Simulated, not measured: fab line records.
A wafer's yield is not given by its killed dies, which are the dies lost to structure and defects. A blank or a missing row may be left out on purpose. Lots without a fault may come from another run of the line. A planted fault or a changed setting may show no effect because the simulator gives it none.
Tool commonality check || flow sky130 || 45 wafers sampled across 15 lots

== WHAT PROMPTED THE OPENING ==
Of 15 lots, 3 have the reading VT_ADJUST_LVTN_2_TW flagged at SKY_VT_ADJUST_LVTN_TW_MEAS_21. No-fault wafers: 187.2, standard deviation 1.4.
Rule: a lot is flagged when every wafer of it that has a number lies more than 4 standard deviations from that mean, or none has a number. The rest of the lots are taken to be sound.

{"lot": "L835", "measured": "day 8 04:04", "on": "film metro-04", "VT_ADJUST_LVTN_2_TW, wafer by wafer": "187.8 188.0 187.0", "flag": ""}
{"lot": "L836", "measured": "day 8 17:01", "on": "film metro-03", "VT_ADJUST_LVTN_2_TW, wafer by wafer": "187.3 186.8 187.3", "flag": ""}
{"lot": "L838", "measured": "day 9 06:24", "on": "film metro-03", "VT_ADJUST_LVTN_2_TW, wafer by wafer": "186.3 185.7 185.1", "flag": ""}
{"lot": "L842", "measured": "day 10 07:59", "on": "film metro-01", "VT_ADJUST_LVTN_2_TW, wafer by wafer": "186.4 186.8 186.3", "flag": ""}
{"lot": "L844", "measured": "day 10 18:26", "on": "film metro-04", "VT_ADJUST_LVTN_2_TW, wafer by wafer": "30.2 30.0 30.1", "flag": "FLAGGED"}
{"lot": "L845", "measured": "day 11 00:11", "on": "film metro-01", "VT_ADJUST_LVTN_2_TW, wafer by wafer": "29.7 29.6 29.7", "flag": "FLAGGED"}
{"lot": "L846", "measured": "day 11 06:36", "on": "film metro-03", "VT_ADJUST_LVTN_2_TW, wafer by wafer": "29.6 29.6 29.7", "flag": "FLAGGED"}
{"lot": "L849", "measured": "day 11 23:46", "on": "film metro-01", "VT_ADJUST_LVTN_2_TW, wafer by wafer": "186.1 184.9 185.9", "flag": ""}
{"lot": "L850", "measured": "day 12 08:45", "on": "film metro-04", "VT_ADJUST_LVTN_2_TW, wafer by wafer": "188.4 188.7 188.8", "flag": ""}
{"lot": "L851", "measured": "day 12 16:04", "on": "film metro-03", "VT_ADJUST_LVTN_2_TW, wafer by wafer": "185.7 186.8 186.7", "flag": ""}
{"lot": "L852", "measured": "day 13 00:28", "on": "film metro-03", "VT_ADJUST_LVTN_2_TW, wafer by wafer": "186.6 186.1 186.4", "flag": ""}
{"lot": "L853", "measured": "day 13 01:28", "on": "film metro-03", "VT_ADJUST_LVTN_2_TW, wafer by wafer": "186.2 186.3 186.3", "flag": ""}
{"lot": "L855", "measured": "day 13 15:01", "on": "film metro-04", "VT_ADJUST_LVTN_2_TW, wafer by wafer": "189.3 188.8 188.5", "flag": ""}
{"lot": "L857", "measured": "day 14 08:55", "on": "film metro-03", "VT_ADJUST_LVTN_2_TW, wafer by wafer": "187.1 187.7 188.0", "flag": ""}
{"lot": "L858", "measured": "day 14 15:25", "on": "film metro-03", "VT_ADJUST_LVTN_2_TW, wafer by wafer": "188.9 188.3 188.1", "flag": ""}
Flagged lots average 29.8: -157.4 relative to the usual, that is -99 or more standard deviations.

== LOT BY LOT: THE TOOL USED ==
2 process steps preceding the reading are held in the record, out of 708 steps in the route. In each cell: the tool, then ch and the chambers that the sampled wafers went through, then the start.
{"lot": "L835", "flag": "", "SKY_VT_ADJUST_LVTN_STRIP_09": "plasma asher-04 ch 0,1, day 7 06:45", "SKY_VT_ADJUST_LVTN_STRIP_20": "plasma asher-04 ch 0,1, day 8 03:57"}
{"lot": "L836", "flag": "", "SKY_VT_ADJUST_LVTN_STRIP_09": "plasma asher-03 ch 0,1, day 7 18:20", "SKY_VT_ADJUST_LVTN_STRIP_20": "plasma asher-03 ch 0,1, day 8 16:56"}
{"lot": "L838", "flag": "", "SKY_VT_ADJUST_LVTN_STRIP_09": "plasma asher-04 ch 0,1, day 8 07:06", "SKY_VT_ADJUST_LVTN_STRIP_20": "plasma asher-02 ch 0,1, day 9 06:18"}
{"lot": "L842", "flag": "", "SKY_VT_ADJUST_LVTN_STRIP_09": "plasma asher-02 ch 0,1, day 9 07:59", "SKY_VT_ADJUST_LVTN_STRIP_20": "plasma asher-02 ch 0,1, day 10 07:53"}
{"lot": "L844", "flag": "FLAGGED", "SKY_VT_ADJUST_LVTN_STRIP_09": "plasma asher-02 ch 0,1, day 9 18:36", "SKY_VT_ADJUST_LVTN_STRIP_20": "plasma asher-03 ch 0,1, day 10 18:20"}
{"lot": "L845", "flag": "FLAGGED", "SKY_VT_ADJUST_LVTN_STRIP_09": "plasma asher-02 ch 0,1, day 10 00:50", "SKY_VT_ADJUST_LVTN_STRIP_20": "plasma asher-04 ch 0,1, day 11 00:05"}
{"lot": "L846", "flag": "FLAGGED", "SKY_VT_ADJUST_LVTN_STRIP_09": "plasma asher-03 ch 0,1, day 10 07:03", "SKY_VT_ADJUST_LVTN_STRIP_20": "plasma asher-02 ch 0,1, day 11 06:30"}
{"lot": "L849", "flag": "", "SKY_VT_ADJUST_LVTN_STRIP_09": "plasma asher-02 ch 1, day 11 00:06", "SKY_VT_ADJUST_LVTN_STRIP_20": "plasma asher-02 ch 0,1, day 11 23:39"}
{"lot": "L850", "flag": "", "SKY_VT_ADJUST_LVTN_STRIP_09": "plasma asher-02 ch 0,1, day 11 08:45", "SKY_VT_ADJUST_LVTN_STRIP_20": "plasma asher-02 ch 0,1, day 12 08:39"}
{"lot": "L851", "flag": "", "SKY_VT_ADJUST_LVTN_STRIP_09": "plasma asher-04 ch 0,1, day 11 15:26", "SKY_VT_ADJUST_LVTN_STRIP_20": "plasma asher-02 ch 0,1, day 12 15:59"}
{"lot": "L852", "flag": "", "SKY_VT_ADJUST_LVTN_STRIP_09": "plasma asher-04 ch 0,1, day 11 23:18", "SKY_VT_ADJUST_LVTN_STRIP_20": "plasma asher-03 ch 0,1, day 13 00:21"}
{"lot": "L853", "flag": "", "SKY_VT_ADJUST_LVTN_STRIP_09": "plasma asher-04 ch 0,1, day 12 00:02", "SKY_VT_ADJUST_LVTN_STRIP_20": "plasma asher-04 ch 0,1, day 13 01:23"}
{"lot": "L855", "flag": "", "SKY_VT_ADJUST_LVTN_STRIP_09": "plasma asher-02 ch 0,1, day 12 14:08", "SKY_VT_ADJUST_LVTN_STRIP_20": "plasma asher-02 ch 0,1, day 13 14:56"}
{"lot": "L857", "flag": "", "SKY_VT_ADJUST_LVTN_STRIP_09": "plasma asher-02 ch 0, day 13 06:20", "SKY_VT_ADJUST_LVTN_STRIP_20": "plasma asher-04 ch 0,1, day 14 08:48"}
{"lot": "L858", "flag": "", "SKY_VT_ADJUST_LVTN_STRIP_09": "plasma asher-04 ch 0,1, day 13 12:42", "SKY_VT_ADJUST_LVTN_STRIP_20": "plasma asher-03 ch 0,1, day 14 15:18"}
These steps, and what they do:
- SKY_VT_ADJUST_LVTN_STRIP_09: strips in O2/N2.
- SKY_VT_ADJUST_LVTN_STRIP_20: strips in O2/N2.
- SKY_VT_ADJUST_LVTN_TW_MEAS_21

== FLAGGED OVER TOTAL, TOOL BY TOOL (the gauges that took the reading come last) ==
{"step": "SKY_VT_ADJUST_LVTN_STRIP_09", "tool": "plasma asher-02", "lots run": 7, "flagged": 2, "share of the flagged lots": "some", "sound lots run after its first flagged lot": "4 (L849,L850,L855,L857)"}
{"step": "SKY_VT_ADJUST_LVTN_STRIP_09", "tool": "plasma asher-03", "lots run": 2, "flagged": 1, "share of the flagged lots": "some", "sound lots run after its first flagged lot": 0}
{"step": "SKY_VT_ADJUST_LVTN_STRIP_09", "tool": "plasma asher-04", "lots run": 6, "flagged": 0, "share of the flagged lots": "none", "sound lots run after its first flagged lot": "-"}
{"step": "SKY_VT_ADJUST_LVTN_STRIP_20", "tool": "plasma asher-02", "lots run": 7, "flagged": 1, "share of the flagged lots": "some", "sound lots run after its first flagged lot": "4 (L849,L850,L851,L855)"}
{"step": "SKY_VT_ADJUST_LVTN_STRIP_20", "tool": "plasma asher-03", "lots run": 4, "flagged": 1, "share of the flagged lots": "some", "sound lots run after its first flagged lot": "2 (L852,L858)"}
{"step": "SKY_VT_ADJUST_LVTN_STRIP_20", "tool": "plasma asher-04", "lots run": 4, "flagged": 1, "share of the flagged lots": "some", "sound lots run after its first flagged lot": "2 (L853,L857)"}
{"step": "SKY_VT_ADJUST_LVTN_TW_MEAS_21", "tool": "film metro-01", "lots run": 3, "flagged": 1, "share of the flagged lots": "some", "sound lots run after its first flagged lot": "1 (L849)"}
{"step": "SKY_VT_ADJUST_LVTN_TW_MEAS_21", "tool": "film metro-03", "lots run": 8, "flagged": 1, "share of the flagged lots": "some", "sound lots run after its first flagged lot": "5 (L851,L852,L853,L857,L858)"}
{"step": "SKY_VT_ADJUST_LVTN_TW_MEAS_21", "tool": "film metro-04", "lots run": 4, "flagged": 1, "share of the flagged lots": "some", "sound lots run after its first flagged lot": "2 (L850,L855)"}

== WHAT THE TABLE ALLOWS ==
No row of the table ran every flagged lot.

== WHAT WAS PUT IN BY THE SIMULATOR ==
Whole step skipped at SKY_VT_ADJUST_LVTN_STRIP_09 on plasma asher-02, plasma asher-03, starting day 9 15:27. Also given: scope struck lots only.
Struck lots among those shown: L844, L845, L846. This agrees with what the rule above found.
